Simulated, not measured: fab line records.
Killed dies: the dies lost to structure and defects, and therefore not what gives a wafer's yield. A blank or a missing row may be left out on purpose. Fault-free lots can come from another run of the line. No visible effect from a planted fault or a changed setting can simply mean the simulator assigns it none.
Which tool is to blame? | flow sky130 | 15 lots, 44 wafers sampled, at 5 steps of a route of 708

== WHAT THE GAUGES READ, wafer by wafer ==
SKY_VIA1_THK_MEAS_01. Usual: VIA1_HDPCVD_THK typically reads 1036 nm, with standard deviation 10.
lot  | measured     | on            | VIA1_HDPCVD_THK (nm) | flag
L685 | day 33 00:43 | film metro-03 | 1034 1041 1040       |
L687 | day 33 16:56 | film metro-03 | 1035 1033 1026       |
L688 | day 34 01:25 | film metro-02 | 1029 1032 1039       |
L690 | day 34 14:28 | film metro-02 | 1043 1028 1048       |
L691 | day 35 05:01 | film metro-02 | 1030 1035 1023       |
L692 | day 35 17:54 | film metro-04 | 1027 1034 1011       |
L693 | day 35 20:53 | film metro-02 | 1036 1063 1048       |
L694 | day 36 04:41 | film metro-04 | 1032 1018 402        | OFF
L695 | day 36 15:26 | film metro-02 | 1033 386 1030        | OFF
L696 | day 36 19:14 | film metro-04 | 1016 390             | OFF
L702 | day 38 13:46 | film metro-04 | 1043 1018 1024       |
L704 | day 39 08:32 | film metro-04 | 1023 1014 1031       |
L705 | day 39 22:48 | film metro-02 | 1018 1036 1033       |
L706 | day 40 06:43 | film metro-02 | 1040 1045 1029       |
L707 | day 40 09:19 | film metro-03 | 1035 1036 1035       |

== EACH LOT AND THE TOOL THAT RAN IT (in order: tool; ch and the chambers of the sampled wafers; start) ==
lot  | SKY_LDD_LDN_STRIP_12                 | SKY_CONTACT_CMP_04            | SKY_METAL1_DESCUM_17              | SKY_VIA1_HDPCVD_00
L685 | plasma asher-03 ch 0,1, day 22 20:32 | cmp-01 ch 0,2, day 30 13:45   | rie metal-02 ch 0,1, day 32 23:43 | hdpcvd-02 ch 0,1, day 33 00:37
L687 | plasma asher-03 ch 0,1, day 23 16:15 | cmp-02 ch 1,2,3, day 31 06:28 | rie metal-01 ch 0,1, day 33 16:01 | hdpcvd-01 ch 0,1, day 33 16:50
L688 | plasma asher-03 ch 0,1, day 24 01:42 | cmp-02 ch 0,1,3, day 31 15:57 | rie metal-01 ch 0,1, day 34 00:31 | hdpcvd-01 ch 0,1,2, day 34 01:19
L690 | plasma asher-01 ch 0,1, day 24 17:42 | cmp-02 ch 0,1,2, day 32 05:08 | rie metal-02 ch 0,1, day 34 13:31 | hdpcvd-02 ch 0,1, day 34 14:17
L691 | plasma asher-04 ch 0,1, day 25 08:48 | cmp-02 ch 0,1, day 32 19:30   | rie metal-02 ch 1, day 35 04:04   | hdpcvd-01 ch 0,2, day 35 04:53
L692 | plasma asher-01 ch 0,1, day 26 01:23 | cmp-01 ch 1,2,3, day 33 08:56 | rie metal-03 ch 0,1, day 35 16:53 | hdpcvd-01 ch 0,1,2, day 35 17:49
L693 | plasma asher-03 ch 0, day 26 05:18   | cmp-01 ch 1,3, day 33 12:10   | rie metal-01 ch 0, day 35 19:52   | hdpcvd-02 ch 0,1, day 35 20:46
L694 | plasma asher-03 ch 0,1, day 26 11:18 | cmp-02 ch 0,2, day 33 19:36   | rie metal-02 ch 0,1, day 36 03:45 | hdpcvd-01 ch 0,1, day 36 04:34
L695 | plasma asher-03 ch 0,1, day 26 22:30 | cmp-01 ch 0,1, day 34 05:35   | rie metal-03 ch 0,1, day 36 14:02 | hdpcvd-01 ch 0,2, day 36 15:19
L696 | plasma asher-01 ch 0,1, day 27 04:21 | cmp-01 ch 0,2, day 34 10:38   | rie metal-01 ch 0,1, day 36 18:14 | hdpcvd-01 ch 0,2, day 36 19:07
L702 | plasma asher-04 ch 1, day 29 01:42   | cmp-01 ch 0,1,3, day 36 06:00 | rie metal-03 ch 0,1, day 38 12:52 | hdpcvd-02 ch 0,1,2, day 38 13:38
L704 | plasma asher-03 ch 0, day 29 21:15   | cmp-01 ch 0,1,3, day 37 00:59 | rie metal-01 ch 0,1, day 39 07:38 | hdpcvd-01 ch 0,1, day 39 08:25
L705 | plasma asher-03 ch 0,1, day 30 15:42 | cmp-02 ch 1,2,3, day 37 17:19 | rie metal-02 ch 0,1, day 39 21:53 | hdpcvd-02 ch 0,1,2, day 39 22:41
L706 | plasma asher-03 ch 0,1, day 31 00:48 | cmp-01 ch 1,3, day 38 00:46   | rie metal-02 ch 0, day 40 05:50   | hdpcvd-01 ch 1,2, day 40 06:36
L707 | plasma asher-01 ch 1, day 31 02:00   | cmp-01 ch 0,1,3, day 38 02:50 | rie metal-01 ch 0,1, day 40 08:25 | hdpcvd-02 ch 1,2, day 40 09:12
- SKY_LDD_LDN_STRIP_12: strips in O2/N2.
- SKY_CONTACT_CMP_04: polishes SiO2.
- SKY_METAL1_DESCUM_17: chemistry O2, time 8 s.
- SKY_VIA1_HDPCVD_00: deposits SiO2, target thk 1030 nm, time 171.7 s.

== WHAT THE TOOLS THEMSELVES READ (means of the sampled wafers that have a number; where no wafer has one, the mark that the record gives instead) ==
SKY_LDD_LDN_STRIP_12. Usual: drypump motor current A 5.2 A, standard deviation 0.37; oes product au 0.716 a.u., standard deviation 0.0042; strip time to endpoint s 14.19 s, standard deviation 0.035.
lot  | tool            | drypump motor current A (A) | oes product au (a.u.) | strip time to endpoint s (s) | flag
L685 | plasma asher-03 | 5.3                         | 0.716                 | 14.19                        |
L687 | plasma asher-03 | 5.3                         | 0.715                 | 14.23                        |
L688 | plasma asher-03 | 5.3                         | 0.716                 | 14.16                        |
L690 | plasma asher-01 | 5.5                         | 0.715                 | 14.19                        |
L691 | plasma asher-04 | 5.0                         | 0.720                 | 14.16                        |
L692 | plasma asher-01 | 5.0                         | 0.715                 | 14.22                        |
L693 | plasma asher-03 | 5.4                         | 0.716                 | 14.16                        |
L694 | plasma asher-03 | 5.3                         | 0.717                 | 14.19                        |
L695 | plasma asher-03 | 5.3                         | 0.719                 | 14.13                        |
L696 | plasma asher-01 | 5.2                         | 0.720                 | 14.23                        |
L702 | plasma asher-04 | 5.2                         | 0.717                 | 14.15                        |
L704 | plasma asher-03 | 5.4                         | 0.716                 | 14.16                        |
L705 | plasma asher-03 | 5.3                         | 0.720                 | 14.16                        |
L706 | plasma asher-03 | 5.3                         | 0.720                 | 14.19                        |
L707 | plasma asher-01 | 4.6                         | 0.719                 | 14.16                        |

SKY_CONTACT_CMP_04. Usual: motor current A 12.4 A, standard deviation 1.8; time to endpoint s 84 s, standard deviation 4.
lot  | tool   | motor current A (A) | time to endpoint s (s) | flag
L685 | cmp-01 | 13.0                | 87                     |
L687 | cmp-02 | 10.5                | 82                     |
L688 | cmp-02 | 11.2                | 89                     |
L690 | cmp-02 | 10.7                | 82                     |
L691 | cmp-02 | 11.6                | 82                     |
L692 | cmp-01 | 13.0                | 81                     |
L693 | cmp-01 | 14.2                | 77                     |
L694 | cmp-02 | 11.9                | 85                     |
L695 | cmp-01 | 12.4                | 83                     |
L696 | cmp-01 | 12.7                | 82                     |
L702 | cmp-01 | 13.7                | 81                     |
L704 | cmp-01 | 13.5                | 87                     |
L705 | cmp-02 | 10.6                | 83                     |
L706 | cmp-01 | 13.9                | 87                     |
L707 | cmp-01 | 13.5                | 85                     |

SKY_METAL1_DESCUM_17. Usual: drypump motor current A 5.79 A, standard deviation 0.27; oes product au 1.004 a.u., standard deviation 0.01.
lot  | tool         | drypump motor current A (A) | oes product au (a.u.) | flag
L685 | rie metal-02 | 5.86                        | 1.002                 |
L687 | rie metal-01 | 5.77                        | 1.000                 |
L688 | rie metal-01 | 5.83                        | 1.010                 |
L690 | rie metal-02 | 5.66                        | 0.992                 |
L691 | rie metal-02 | 5.47                        | 0.998                 |
L692 | rie metal-03 | 5.74                        | 1.005                 |
L693 | rie metal-01 | 5.73                        | 1.004                 |
L694 | rie metal-02 | 5.66                        | 1.000                 |
L695 | rie metal-03 | 6.01                        | 0.990                 |
L696 | rie metal-01 | 5.81                        | 1.016                 |
L702 | rie metal-03 | 6.01                        | 0.999                 |
L704 | rie metal-01 | 5.75                        | 1.010                 |
L705 | rie metal-02 | 5.67                        | 1.003                 |
L706 | rie metal-02 | 6.06                        | 1.002                 |
L707 | rie metal-01 | 5.77                        | 1.005                 |

SKY_VIA1_HDPCVD_00. Usual: pressure mtorr 5.999 mTorr, standard deviation 0.012.
lot  | tool      | pressure mtorr (mTorr) | flag
L685 | hdpcvd-02 | 6.002                  |
L687 | hdpcvd-01 | 6.013                  |
L688 | hdpcvd-01 | 5.998                  |
L690 | hdpcvd-02 | 6.010                  |
L691 | hdpcvd-01 | 6.007                  |
L692 | hdpcvd-01 | 5.995                  |
L693 | hdpcvd-02 | 6.000                  |
L694 | hdpcvd-01 | 5.996                  |
L695 | hdpcvd-01 | 5.994                  |
L696 | hdpcvd-01 | 5.983                  |
L702 | hdpcvd-02 | 6.000                  |
L704 | hdpcvd-01 | 6.007                  |
L705 | hdpcvd-02 | 6.008                  |
L706 | hdpcvd-01 | 6.004                  |
L707 | hdpcvd-02 | 6.006                  |

== THE ANSWER, worked out from the rows above alone ==
Rule: lot off if the mean of its wafers having a number is beyond 3 standard deviations from the usual mean. Also off: a lot with no number at a reading for which 4 or more lots have one. Any other lot the step has rows for is counted as sound. Order of review: gauges by route order, followed by the tools' own readings, for which a lot's mean as printed above is used. The first step at which some lot is off is used, and at that step the reading that is off furthest; a lot without a number counts as furthest.
Off: at SKY_VIA1_THK_MEAS_01 (VIA1_HDPCVD_THK), L694, L695, L696.
If a tool, at a process step before that reading, ran all the lots that are off and no sound lot after the first of them, it fits. The gauges at SKY_VIA1_THK_MEAS_01 are tried like those tools. No candidate that was tried fits.

== WHAT THE SIMULATOR PUT IN ==
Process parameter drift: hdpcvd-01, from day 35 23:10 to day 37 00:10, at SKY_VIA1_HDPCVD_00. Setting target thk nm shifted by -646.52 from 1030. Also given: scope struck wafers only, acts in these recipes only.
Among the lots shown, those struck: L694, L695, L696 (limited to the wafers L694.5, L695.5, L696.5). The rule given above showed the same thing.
